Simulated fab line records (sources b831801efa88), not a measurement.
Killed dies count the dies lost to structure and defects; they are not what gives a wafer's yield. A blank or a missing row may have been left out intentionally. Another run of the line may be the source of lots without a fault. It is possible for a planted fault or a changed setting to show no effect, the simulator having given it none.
fab line records -- flow gf180mcu
[record] lots = 5, wafers = 15, lastDay = 34
route steps=602 shown HV_LDD@200
lots with no fault: from the same line, run without faults
startH: the number of hours between the record's first day and the start of the first shown wafer of the lot -- waitH: time in hours since the lot's previous step -- " unchanged from the row above -- L1.1+2: several wafers, shown together as one row -- - either no value or no given start -- * or withheld: withheld -- < > ~ a bound
route shown NAME@n: NAME is a module with steps in the file, n the number in the route of the first one -- usual: the fault-free wafers' mean and standard deviation -- same: alike in all rows -- chamber/n: place in a boat -- sites: per-site readings -- _std_site: standard deviation across them -- _edge_site: inner sites' mean taken away from outer sites' mean -- radiusMm: how far each site lies from the wafer's centre -- mask NAME#n: copy n -- behind: tool/chamber where the wafer was last shaped -- hold: the reason the lot was held/the length of the hold in hours/how it ended -- device: whichever transistor did not switch (one of n, p or np) -- end of line: tests of these same wafers at the route's end -- a step given without rows: its recipe and nothing more -- killed: the dies lost at the first sort to structure and to defects; this is not the yield of the wafer -- map: dies across one wafer; x = killed, . = not, _ = none there
set.NAME: the setting that was run; set.NAME@STEP: the one run at that earlier step -- model.NAME: the simulator's own value behind a step, which no gauge read
a table for each step, a row for each wafer; lots at some steps of the route
services: the hour from which a tool's chamber was out of use, counted from the record's first day as startH (under 0 if before that day), plus the number of hours and why
[[steps]]
[step GF_HV_LDD_DEHYDRATE_24]
[recipe] tempC = 200, timeS = 60
[usual] heaterPowerTotalW = 160.37/0.12
lot.wafer,tool,chamber,startH,waitH,heaterPowerTotalW
L080.4,lithoTrack-02,0,287.89,9.0,160.39
L080.5,lithoTrack-02,0,287.89,9.0,160.25
L080.6,lithoTrack-02,0,287.89,9.0,160.37
L081.1,lithoTrack-01,0,301.40,9.9,160.50
L081.5,lithoTrack-01,0,301.40,9.9,160.22
L081.6,lithoTrack-01,0,301.40,9.9,160.28
L086.2,lithoTrack-03,0,331.03,9.4,160.20
L086.5,lithoTrack-03,0,331.03,9.4,160.52
L086.6,lithoTrack-03,0,331.03,9.4,160.53
L090.1,lithoTrack-03,0,368.66,10.5,160.49
L090.2,lithoTrack-03,0,368.66,10.5,160.39
L090.4,lithoTrack-03,0,368.66,10.5,160.47
L095.1,lithoTrack-01,0,405.80,10.9,160.35
L095.3,lithoTrack-01,0,405.80,10.9,160.58
L095.6,lithoTrack-01,0,405.80,10.9,160.30
[step GF_HV_LDD_HMDS_25]
[recipe] primeTimeS = 60, primeTempC = 120
lot.wafer,tool,chamber,startH,waitH
L080.4+5+6,lithoTrack-02,0,288.04,0.1
L081.1+5+6,lithoTrack-01,0,301.55,0.1
L086.2+5+6,lithoTrack-03,0,331.18,0.1
L090.1+2+4,lithoTrack-03,0,368.81,0.1
L095.1+3+6,lithoTrack-01,0,405.95,0.1
[step GF_HV_LDD_COAT_26]
[recipe] resist = NOVOLAK, spinRpm = 3000, resistThkNm = 1000
lot.wafer,tool,chamber,startH,waitH
L080.4+5+6,lithoTrack-02,0,288.19,0.1
L081.1+5+6,lithoTrack-01,0,301.70,0.1
L086.2+5+6,lithoTrack-03,0,331.33,0.1
L090.1+2+4,lithoTrack-03,0,368.96,0.1
L095.1+3+6,lithoTrack-01,0,406.10,0.1
[step GF_HV_LDD_SOFTBAKE_27]
[recipe] tempC = 90, timeS = 60, resist = NOVOLAK
[usual] heaterPowerTotalW = 56.60/0.046
lot.wafer,tool,chamber,startH,waitH,heaterPowerTotalW
L080.4,lithoTrack-02,0,288.34,0.1,56.61
L080.5,lithoTrack-02,0,288.34,0.1,56.58
L080.6,lithoTrack-02,0,288.34,0.1,56.65
L081.1,lithoTrack-01,0,301.85,0.1,56.56
L081.5,lithoTrack-01,0,301.85,0.1,56.53
L081.6,lithoTrack-01,0,301.85,0.1,56.56
L086.2,lithoTrack-03,0,331.48,0.1,56.60
L086.5,lithoTrack-03,0,331.48,0.1,56.53
L086.6,lithoTrack-03,0,331.48,0.1,56.54
L090.1,lithoTrack-03,0,369.11,0.1,56.59
L090.2,lithoTrack-03,0,369.11,0.1,56.64
L090.4,lithoTrack-03,0,369.11,0.1,56.58
L095.1,lithoTrack-01,0,406.25,0.1,56.60
L095.3,lithoTrack-01,0,406.25,0.1,56.50
L095.6,lithoTrack-01,0,406.25,0.1,56.66
[step GF_HV_LDD_EXPOSE_28]
[recipe] maskId = Nplus_HV_AREA, targetCdNm = 400, na = 0.6, sourceShape = conventional, sigmaOuter = 0.6, doseMj = 140
lot.wafer,tool,chamber,startH,waitH,mask
L080.4+5+6,ilineStepper-02,0,-,-,Nplus_HV_AREA#0
L081.1+5+6,ilineStepper-01,0,-,-,Nplus_HV_AREA#0
L086.2+5+6,ilineStepper-02,0,-,-,Nplus_HV_AREA#0
L090.1+2+4,ilineStepper-02,0,-,-,Nplus_HV_AREA#0
L095.1+3+6,ilineStepper-02,0,-,-,Nplus_HV_AREA#0
[step GF_HV_LDD_PEB_29]
[recipe] tempC = withheld, timeS = *, resist = NOVOLAK
lot.wafer,tool,chamber,startH,waitH
L080.4+5+6,lithoTrack-02,0,-,-
L081.1+5+6,lithoTrack-03,0,-,-
L086.2+5+6,lithoTrack-02,0,-,-
L090.1+2+4,lithoTrack-01,0,-,-
L095.1+3+6,lithoTrack-03,0,-,-
[step GF_HV_LDD_DEVELOP_30]
[recipe] developTimeS = 60, devTempC = 23
lot.wafer,tool,chamber,startH,waitH
L080.4+5+6,lithoTrack-02,0,298.34,0.1
L081.1+5+6,lithoTrack-03,0,311.56,0.1
L086.2+5+6,lithoTrack-02,0,342.39,0.1
L090.1+2+4,lithoTrack-01,0,380.50,0.1
L095.1+3+6,lithoTrack-03,0,417.71,0.1
[step GF_HV_LDD_CD_MEAS_31]
[recipe] targetCdNm = 400
[usual] cdNm = 400.7/2
lot.wafer,tool,chamber,startH,waitH,cdNm
L080.4,cdSem-02,-,298.47,0.1,400.6
L080.5,cdSem-02,-,298.47,0.1,398.5
L080.6,cdSem-02,-,298.47,0.1,400.4
L081.1,cdSem-02,-,311.71,0.1,401.9
L081.5,cdSem-02,-,311.71,0.1,399.7
L081.6,cdSem-02,-,311.71,0.1,399.7
L086.2,cdSem-01,-,342.53,0.1,403.1
L086.5,cdSem-01,-,342.53,0.1,400.9
L086.6,cdSem-01,-,342.53,0.1,403.6
L090.1,cdSem-01,-,380.65,0.1,400.4
L090.2,cdSem-01,-,380.65,0.1,402.0
L090.4,cdSem-01,-,380.65,0.1,399.6
L095.1,cdSem-02,-,417.86,0.1,402.8
L095.3,cdSem-02,-,417.86,0.1,402.3
L095.6,cdSem-02,-,417.86,0.1,403.6
[step GF_HV_LDD_OVL_MEAS_32]
[usual] HV_LDD_02_OVL = 0.3/1.4
lot.wafer,tool,chamber,startH,waitH,HV_LDD_02_OVL[nm]
L080.4,overlay-01,-,298.55,0.1,-0.4
L080.5,overlay-01,-,298.55,0.1,-1.5
L080.6,overlay-01,-,298.55,0.1,-0.1
L081.1,overlay-01,-,311.83,0.1,1.1
L081.5,overlay-01,-,311.83,0.1,1.6
L081.6,overlay-01,-,311.83,0.1,1.4
L086.2,overlay-02,-,342.64,0.1,0.4
L086.5,overlay-02,-,342.64,0.1,0.2
L086.6,overlay-02,-,342.64,0.1,-0.4
L090.1,overlay-01,-,380.77,0.1,-3.0
L090.2,overlay-01,-,380.77,0.1,-1.1
L090.4,overlay-01,-,380.77,0.1,-0.9
L095.1,overlay-01,-,417.98,0.1,2.4
L095.3,overlay-01,-,417.98,0.1,2.8
L095.6,overlay-01,-,417.98,0.1,1.6
[step GF_HV_LDD_IMPLANT_33]
[recipe] species = P, energyKev = 60, doseCm2 = 7.5e+12, tiltDeg = 30, rotationDeg = 0
lot.wafer,tool,chamber,startH,waitH
L080.4+5+6,implanter-01,0,298.65,0.1
L081.1+5+6,implanter-04,0,311.87,0.0
L086.2+5+6,implanter-02,0,342.69,0.0
L090.1+2+4,implanter-01,0,380.81,0.0
L095.1+3+6,implanter-01,0,418.01,0.0
[step GF_HV_LDD_IMPLANT_34]
[recipe] species = P, energyKev = 60, doseCm2 = 7.5e+12, tiltDeg = 30, rotationDeg = 90
lot.wafer,tool,chamber,startH,waitH
L080.4+5+6,implanter-01,0,298.80,0.1
L081.1+5+6,implanter-04,0,312.02,0.1
L086.2+5+6,implanter-02,0,342.84,0.1
L090.1+2+4,implanter-01,0,380.96,0.1
L095.1+3+6,implanter-01,0,418.16,0.1
[step GF_HV_LDD_IMPLANT_35]
[recipe] species = P, energyKev = 60, doseCm2 = 7.5e+12, tiltDeg = 30, rotationDeg = 180
lot.wafer,tool,chamber,startH,waitH
L080.4+5+6,implanter-01,0,298.95,0.1
L081.1+5+6,implanter-04,0,312.17,0.1
L086.2+5+6,implanter-02,0,342.99,0.1
L090.1+2+4,implanter-01,0,381.11,0.1
L095.1+3+6,implanter-01,0,418.31,0.1
[step GF_HV_LDD_IMPLANT_36]
[recipe] species = P, energyKev = 60, doseCm2 = 7.5e+12, tiltDeg = 30, rotationDeg = 270
lot.wafer,tool,chamber,startH,waitH
L080.4+5+6,implanter-01,0,299.10,0.1
L081.1+5+6,implanter-04,0,312.32,0.1
L086.2+5+6,implanter-02,0,343.14,0.1
L090.1+2+4,implanter-01,0,381.26,0.1
L095.1+3+6,implanter-01,0,418.46,0.1
[step GF_HV_LDD_STRIP_37]
[recipe] chemistry = O2/N2, powerW = 1400, pressureMtorr = 1500, platenTempC = 250, o2FlowSccm = 3000, n2FlowSccm = 300, overashFraction = 0.5
[usual] drypumpMotorCurrentA = 5.8/0.41, heaterPowerW = 339/38, oesProductAu = 0.716/0.0047, stripTimeToEndpointS = 12.62/0.036
lot.wafer,tool,chamber,startH,waitH,drypumpMotorCurrentA,heaterPowerW,oesProductAu,rfHoursCounterH,stripTimeToEndpointS
L080.4,plasmaAsher-02,0,299.20,0.1,6.4,403,0.713,-,12.71
L080.5,plasmaAsher-02,1,299.20,0.1,5.4,373,0.708,-,12.69
L080.6,plasmaAsher-02,0,299.20,0.1,6.5,413,0.714,-,12.68
L081.1,plasmaAsher-03,0,312.47,0.1,5.4,298,0.723,54,12.66
L081.5,plasmaAsher-03,1,312.47,0.1,5.8,362,0.719,-,12.62
L081.6,plasmaAsher-03,0,312.47,0.1,5.4,293,0.712,-,12.61
L086.2,plasmaAsher-03,0,343.27,0.1,5.4,297,0.717,57,12.59
L086.5,plasmaAsher-03,0,343.27,0.1,5.4,302,0.714,-,12.62
L086.6,plasmaAsher-03,1,343.27,0.1,5.8,350,0.710,-,12.60
L090.1,plasmaAsher-01,1,381.41,0.1,6.1,313,0.713,72,12.65
L090.2,plasmaAsher-01,0,381.41,0.1,6.5,325,0.715,72,12.65
L090.4,plasmaAsher-01,0,381.41,0.1,6.4,321,0.723,-,12.59
L095.1,plasmaAsher-01,1,418.61,0.1,6.1,308,0.721,76,12.62
L095.3,plasmaAsher-01,0,418.61,0.1,6.4,321,0.721,-,12.68
L095.6,plasmaAsher-01,1,418.61,0.1,6.1,305,0.726,-,12.65
[step GF_HV_LDD_TW_MEAS_38]
[usual] HV_LDD_3_TW = 1445/8.4
lot.wafer,tool,chamber,startH,waitH,HV_LDD_3_TW
L080.4,filmMetro-03,-,299.36,0.1,1440
L080.5,filmMetro-03,-,299.36,0.1,1441
L080.6,filmMetro-03,-,299.36,0.1,1444
L081.1,filmMetro-01,-,312.57,0.1,1443
L081.5,filmMetro-01,-,312.57,0.1,1437
L081.6,filmMetro-01,-,312.57,0.1,1453
L086.2,filmMetro-01,-,343.38,0.1,1422
L086.5,filmMetro-01,-,343.38,0.1,1428
L086.6,filmMetro-01,-,343.38,0.1,1428
L090.1,filmMetro-03,-,381.51,0.1,1445
L090.2,filmMetro-03,-,381.51,0.1,1443
L090.4,filmMetro-03,-,381.51,0.1,1449
L095.1,filmMetro-01,-,418.71,0.1,1438
L095.3,filmMetro-01,-,418.71,0.1,1442
L095.6,filmMetro-01,-,418.71,0.1,1444
[step GF_HV_LDD_DEHYDRATE_39]
[recipe] tempC = 200, timeS = 60
[usual] heaterPowerTotalW = 160.38/0.12
lot.wafer,tool,chamber,startH,waitH,heaterPowerTotalW
L080.4,lithoTrack-01,0,309.18,9.8,160.57
L080.5,lithoTrack-01,0,309.18,9.8,160.17
L080.6,lithoTrack-01,0,309.18,9.8,160.52
L081.1,lithoTrack-03,0,321.66,9.1,160.51
L081.5,lithoTrack-03,0,321.66,9.1,160.53
L081.6,lithoTrack-03,0,321.66,9.1,160.35
L086.2,lithoTrack-02,0,352.69,9.3,160.37
L086.5,lithoTrack-02,0,352.69,9.3,160.43
L086.6,lithoTrack-02,0,352.69,9.3,160.22
L090.1,lithoTrack-01,0,392.25,10.7,160.35
L090.2,lithoTrack-01,0,392.25,10.7,160.55
L090.4,lithoTrack-01,0,392.25,10.7,160.25
L095.1,lithoTrack-03,0,430.21,11.5,160.21
L095.3,lithoTrack-03,0,430.21,11.5,160.33
L095.6,lithoTrack-03,0,430.21,11.5,160.43
[step GF_HV_LDD_HMDS_40]
[recipe] primeTimeS = 60, primeTempC = 120
lot.wafer,tool,chamber,startH,waitH
L080.4+5+6,lithoTrack-01,0,309.33,0.1
L081.1+5+6,lithoTrack-03,0,321.81,0.1
L086.2+5+6,lithoTrack-02,0,352.84,0.1
L090.1+2+4,lithoTrack-01,0,392.40,0.1
L095.1+3+6,lithoTrack-03,0,430.36,0.1
[step GF_HV_LDD_COAT_41]
[recipe] resist = NOVOLAK, spinRpm = 3000, resistThkNm = 1000
lot.wafer,tool,chamber,startH,waitH
L080.4+5+6,lithoTrack-01,0,309.48,0.1
L081.1+5+6,lithoTrack-03,0,321.96,0.1
L086.2+5+6,lithoTrack-02,0,352.99,0.1
L090.1+2+4,lithoTrack-01,0,392.55,0.1
L095.1+3+6,lithoTrack-03,0,430.51,0.1
[step GF_HV_LDD_SOFTBAKE_42]
[recipe] tempC = 90, timeS = 60, resist = NOVOLAK
[usual] heaterPowerTotalW = 56.60/0.049
lot.wafer,tool,chamber,startH,waitH,heaterPowerTotalW
L080.4,lithoTrack-01,0,309.63,0.1,56.53
L080.5,lithoTrack-01,0,309.63,0.1,56.62
L080.6,lithoTrack-01,0,309.63,0.1,56.51
L081.1,lithoTrack-03,0,322.11,0.1,56.55
L081.5,lithoTrack-03,0,322.11,0.1,56.62
L081.6,lithoTrack-03,0,322.11,0.1,56.61
L086.2,lithoTrack-02,0,353.14,0.1,56.67
L086.5,lithoTrack-02,0,353.14,0.1,56.61
L086.6,lithoTrack-02,0,353.14,0.1,56.57
L090.1,lithoTrack-01,0,392.70,0.1,56.60
L090.2,lithoTrack-01,0,392.70,0.1,56.55
L090.4,lithoTrack-01,0,392.70,0.1,56.61
L095.1,lithoTrack-03,0,430.66,0.1,56.68
L095.3,lithoTrack-03,0,430.66,0.1,56.63
L095.6,lithoTrack-03,0,430.66,0.1,56.64
[[services]]
tool,chamber,startH,hours,kind
implanter-01,-,272.03,4.7,pm
ilineStepper-01,-,321.58,1.7,pm
plasmaAsher-01,-,321.61,14.6,pm
ilineStepper-02,-,336.79,8.3,repair
plasmaAsher-03,-,361.89,15.6,pm
implanter-02,-,380.18,2.3,repair
implanter-04,-,398.79,18.4,pm
plasmaAsher-02,-,402.05,3.9,repair
ilineStepper-02,-,420.31,1.7,pm
implanter-04,-,424.68,4.0,repair
[[key]]
fault none
